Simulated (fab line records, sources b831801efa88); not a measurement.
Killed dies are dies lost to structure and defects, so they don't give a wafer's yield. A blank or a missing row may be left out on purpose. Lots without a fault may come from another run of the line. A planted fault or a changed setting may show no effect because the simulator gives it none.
A struck lot beside a sound one | flow sfq_line | 20 steps out of a route of 325
Sound: wafers L108.4, L108.5, L108.6. Struck: wafers L120.3, L120.6. The cause comes at the end.
At each step with rows: each side's tool, then ch and its chambers, then its first start. Under that, the readings that differ: sound wafers | struck wafers | difference of the means | sigmas: that difference in standard deviations of wafers without a fault.
alike: readings whose means differ by less than 2 such deviations, and words and numbers that are the same on both sides. not compared: withheld readings, readings that some wafer has no value for, bounds like >300 that may hide the same value, and numbers for which the record gives no deviation and whose values overlap.
The two part at a step that has a row with sigmas, a row that says differs or no value, or rows on one side only. Numbers that don't overlap but have no deviation are shown without sigmas and don't part them. A reading that every wafer of one side lacks parts them only if that side has two wafers or more.

first, 3 steps without rows for these wafers: SFQ_TRILAYER_I3_VIA_LITHO_EXPOSE_086 (exposes mask I3, target cd 500 nm); SFQ_TRILAYER_I3_VIA_LITHO_PEB_088 (peb time 60 s); SFQ_TRILAYER_I3_VIA_LITHO_DEVELOP_087 (time 60 s).
SFQ_I3_OVL_MEAS_923:
  sound on overlay-01, day 55 21:33; struck on overlay-01, day 57 14:20
  alike: I3_OVL
SFQ_TRILAYER_I3_VIA_BARC_OPEN_VIA_ETCH_121: etches BARC in O2, target depth 125 nm, time 41.7 s.
  sound on rie_diel-04 ch 0,3, day 55 21:34; struck on rie_diel-03 ch 1, day 57 14:22
  alike: drypump_motor_current_A, oes_product_au
  not compared: rf_hours_counter_h
SFQ_TRILAYER_I3_VIA_ETCH_VIA_ETCH_088: etches SiO2 in CHF3, stops on Nb, target depth 260 nm.
  sound on rie_diel-04 ch 0,3, day 55 21:37; struck on rie_diel-03 ch 1, day 57 14:25
  reading                     | sound       | struck  | difference | sigmas
  drypump_motor_current_A (A) | 6.1 5.7 6.1 | 5.0 5.0 | -1.0       | -2
  alike: oes_product_au
SFQ_TRILAYER_I3_VIA_STRIP_STRIP_089: strips in O2.
  sound on rie_metal-01 ch 0,1, day 55 21:55; struck on rie_metal-01 ch 1, day 57 14:43
  alike: drypump_motor_current_A, oes_product_au
  not compared: rf_hours_counter_h
then, 2 steps without rows for these wafers: SFQ_TRILAYER_I3_VIA_STRIP_SOLV_CLEAN_090 (cleans in NMP, time 600 s); SFQ_TRILAYER_M4_DEP_PRE_CLEAN_092 (time 22.5 s).
SFQ_TRILAYER_M4_DEP_SPUTTER_091: material Nb, target thk 200 nm, time 133.3 s.
  sound on pvd_sputter-05, day 55 22:31; struck on pvd_sputter-05, day 57 15:19
  alike: substrate_temp_c, throttle_valve_pct
SFQ_M4_RS_MEAS_924: measures by four-point-probe.
  sound on film_metro-02, day 55 22:41; struck on film_metro-03, day 57 15:28
  alike: M4_NB_RS
SFQ_TRILAYER_M4_LITHO_COAT_098: resist thk 62 nm.
  sound on litho_track-03 ch 0, day 55 22:57; struck on litho_track-02 ch 0, day 57 15:42
  reading                                              | sound             | struck      | difference | sigmas
  model.BARC_of_TRILAYER_M4_LITHO_COAT_098.thk_nm (nm) | 62.21 62.28 62.37 | 58.09 58.13 | -4.18      |
  alike: resist_line_temp_C
then, 5 steps without rows for these wafers: SFQ_TRILAYER_M4_LITHO_COAT_093 (resist thk 600 nm); SFQ_TRILAYER_M4_LITHO_SOFTBAKE_097; SFQ_TRILAYER_M4_LITHO_EXPOSE_094 (exposes mask M4, target cd 500 nm); SFQ_TRILAYER_M4_LITHO_PEB_096 (peb time 60 s); SFQ_TRILAYER_M4_LITHO_DEVELOP_095 (time 60 s).
-- the record jumps here: 5 days lie between the struck wafers' starts before and after --
SFQ_M4_OVL_MEAS_926:
  sound on overlay-01, day 61 08:19; struck on overlay-01, day 62 20:34
  reading     | sound | struck | difference | sigmas
  M4_OVL (nm) | 2 4 8 | -4 -11 | -12        | -2
SFQ_TRILAYER_M4_BARC_OPEN_METAL_ETCH_123: etches BARC in O2, target depth 125 nm, time 41.7 s.
  sound on rie_metal-03 ch 0,1, day 61 08:22; struck on rie_metal-03 ch 1, day 62 20:37
  reading                     | sound             | struck      | difference | sigmas
  drypump_motor_current_A (A) | 6.61 6.59 5.73    | 5.75 5.73   | -0.57      | -2
  oes_product_au (a.u.)       | 0.685 0.683 0.681 | 0.671 0.665 | -0.015     | -3
  model.etch.depth_nm (nm)    | 62.21 62.28 62.37 | 58.09 58.13 | -4.18      |
  not compared: rf_hours_counter_h
SFQ_TRILAYER_M4_ETCH_METAL_ETCH_096: etches Nb in Cl2/Ar, stops on SiO2, target depth 240 nm, time 120 s.
  sound on rie_metal-03 ch 0,1, day 61 08:26; struck on rie_metal-03 ch 1, day 62 20:41
  reading                     | sound          | struck    | difference | sigmas
  drypump_motor_current_A (A) | 6.55 6.58 5.74 | 5.72 5.74 | -0.56      | -2
  alike: oes_product_au
  not compared: rf_hours_counter_h

WHERE THEY PART
First at SFQ_TRILAYER_I3_VIA_ETCH_VIA_ETCH_088; last, within this record, at SFQ_TRILAYER_M4_ETCH_METAL_ETCH_096.

WHY: what the simulator had put in
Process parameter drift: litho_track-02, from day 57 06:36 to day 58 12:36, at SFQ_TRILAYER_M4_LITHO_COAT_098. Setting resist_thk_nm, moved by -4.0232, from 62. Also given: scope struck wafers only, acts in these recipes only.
